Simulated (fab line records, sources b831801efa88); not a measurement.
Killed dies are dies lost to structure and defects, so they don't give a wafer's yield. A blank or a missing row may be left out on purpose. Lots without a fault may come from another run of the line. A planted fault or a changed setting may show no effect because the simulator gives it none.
Tool commonality check | flow sky130 | 13 lots, 39 wafers sampled

WHY IT WAS OPENED
At SKY_LDD_HVN_TW_MEAS_10 the reading LDD_HVN_TW is flagged on 1 of 13 lots. Wafers without a fault read 1442, standard deviation 17.
Rule: a lot is flagged when every wafer of it that has a number lies more than 4 standard deviations from that mean, or none has a number. The other lots count as sound.

lot  | measured     | on            | LDD_HVN_TW, wafer by wafer | flag
L522 | day 19 21:41 | film_metro-01 | 1426 1422 1419             |
L526 | day 21 16:53 | film_metro-01 | 1411 1412 1409             |
L525 | day 21 19:54 | film_metro-04 | 1453 1449 1454             |
L528 | day 22 19:35 | film_metro-01 | 1413 1421 1417             |
L530 | day 23 04:47 | film_metro-03 | 1457 1449 1448             |
L531 | day 23 17:01 | film_metro-03 | 1446 1446 1449             |
L532 | day 24 03:24 | film_metro-03 | 1458 1451 1452             |
L533 | day 24 12:48 | film_metro-04 | 1447 1444 1444             |
L535 | day 24 23:02 | film_metro-04 | 850 842 845                | FLAGGED
L534 | day 24 23:56 | film_metro-03 | 1456 1461 1458             |
L536 | day 25 09:14 | film_metro-04 | 1459 1456 1454             |
L544 | day 28 14:18 | film_metro-04 | 1454 1450 1451             |
L545 | day 29 04:36 | film_metro-01 | 1420 1417 1415             |
The numbers of the flagged lots are 846 on average: -596 against the usual, or -35 standard deviations.

WHICH TOOL RAN EACH LOT
The record holds 2 process steps before the reading, out of a route of 708 steps. In each cell: the tool, then ch and the chambers that the sampled wafers went through, then the start.
lot  | flag    | SKY_LDD_P_STRIP_10                   | SKY_LDD_HVN_STRIP_09
L522 |         | plasma_asher-03 ch 1, day 18 14:18   | plasma_asher-03 ch 0,1, day 19 21:35
L526 |         | plasma_asher-03 ch 1, day 20 10:03   | plasma_asher-01 ch 1, day 21 16:47
L525 |         | plasma_asher-04 ch 0,1, day 20 12:32 | plasma_asher-02 ch 0,1, day 21 19:48
L528 |         | plasma_asher-04 ch 0,1, day 21 13:12 | plasma_asher-01 ch 0,1, day 22 19:29
L530 |         | plasma_asher-02 ch 0, day 21 22:21   | plasma_asher-01 ch 0,1, day 23 04:41
L531 |         | plasma_asher-04 ch 0,1, day 22 10:41 | plasma_asher-01 ch 0,1, day 23 16:56
L532 |         | plasma_asher-04 ch 0,1, day 22 21:06 | plasma_asher-03 ch 0,1, day 24 03:18
L533 |         | plasma_asher-03 ch 0,1, day 23 06:47 | plasma_asher-02 ch 0,1, day 24 12:42
L535 | FLAGGED | plasma_asher-03 ch 0,1, day 23 16:51 | plasma_asher-02 ch 0,1, day 24 22:56
L534 |         | plasma_asher-02 ch 0,1, day 23 18:20 | plasma_asher-01 ch 0,1, day 24 23:50
L536 |         | plasma_asher-04 ch 0,1, day 24 03:29 | plasma_asher-02 ch 0,1, day 25 09:08
L544 |         | plasma_asher-03 ch 0,1, day 27 09:48 | plasma_asher-02 ch 0,1, day 28 14:12
L545 |         | plasma_asher-02 ch 0,1, day 28 00:29 | plasma_asher-03 ch 0,1, day 29 04:30
What these steps do:
- SKY_LDD_P_STRIP_10: strips in O2/N2.
- SKY_LDD_HVN_STRIP_09: strips in O2/N2.
- SKY_LDD_HVN_TW_MEAS_10

FLAGGED OVER TOTAL, TOOL BY TOOL (the gauges that took the reading come last)
step                   | tool            | lots run | flagged | share of the flagged lots | sound lots run after its first flagged lot
SKY_LDD_P_STRIP_10     | plasma_asher-02 | 3        | 0       | none                      | -
SKY_LDD_P_STRIP_10     | plasma_asher-03 | 5        | 1       | all                       | 1 (L544)
SKY_LDD_P_STRIP_10     | plasma_asher-04 | 5        | 0       | none                      | -
SKY_LDD_HVN_STRIP_09   | plasma_asher-01 | 5        | 0       | none                      | -
SKY_LDD_HVN_STRIP_09   | plasma_asher-02 | 5        | 1       | all                       | 2 (L536,L544)
SKY_LDD_HVN_STRIP_09   | plasma_asher-03 | 3        | 0       | none                      | -
SKY_LDD_HVN_TW_MEAS_10 | film_metro-01   | 4        | 0       | none                      | -
SKY_LDD_HVN_TW_MEAS_10 | film_metro-03   | 4        | 0       | none                      | -
SKY_LDD_HVN_TW_MEAS_10 | film_metro-04   | 5        | 1       | all                       | 2 (L536,L544)

WHAT THE TABLE ALLOWS
3 rows of the table ran every flagged lot: plasma_asher-03 at SKY_LDD_P_STRIP_10, plasma_asher-02 at SKY_LDD_HVN_STRIP_09, film_metro-04 at SKY_LDD_HVN_TW_MEAS_10.
- plasma_asher-03 at SKY_LDD_P_STRIP_10: 1 of its 5 lots flagged. Sound lots ran on it after the first flagged one (L544), which a lasting fault on the whole tool wouldn't allow. Its own readings lie more than 4 standard deviations out on every wafer of the flagged lots: oes_product_au.
- plasma_asher-02 at SKY_LDD_HVN_STRIP_09: 1 of its 5 lots flagged. Sound lots ran on it after the first flagged one (L536, L544), which a lasting fault on the whole tool wouldn't allow. Its own readings lie more than 4 standard deviations out on every wafer of the flagged lots: oes_product_au, strip_time_to_endpoint_s.
- film_metro-04 at SKY_LDD_HVN_TW_MEAS_10: 1 of its 5 lots flagged. Sound lots ran on it after the first flagged one (L536, L544), which a lasting fault on the whole tool wouldn't allow.
No row of the table ran every flagged lot and no sound lot after the first.

WHAT THE SIMULATOR HAD PUT IN
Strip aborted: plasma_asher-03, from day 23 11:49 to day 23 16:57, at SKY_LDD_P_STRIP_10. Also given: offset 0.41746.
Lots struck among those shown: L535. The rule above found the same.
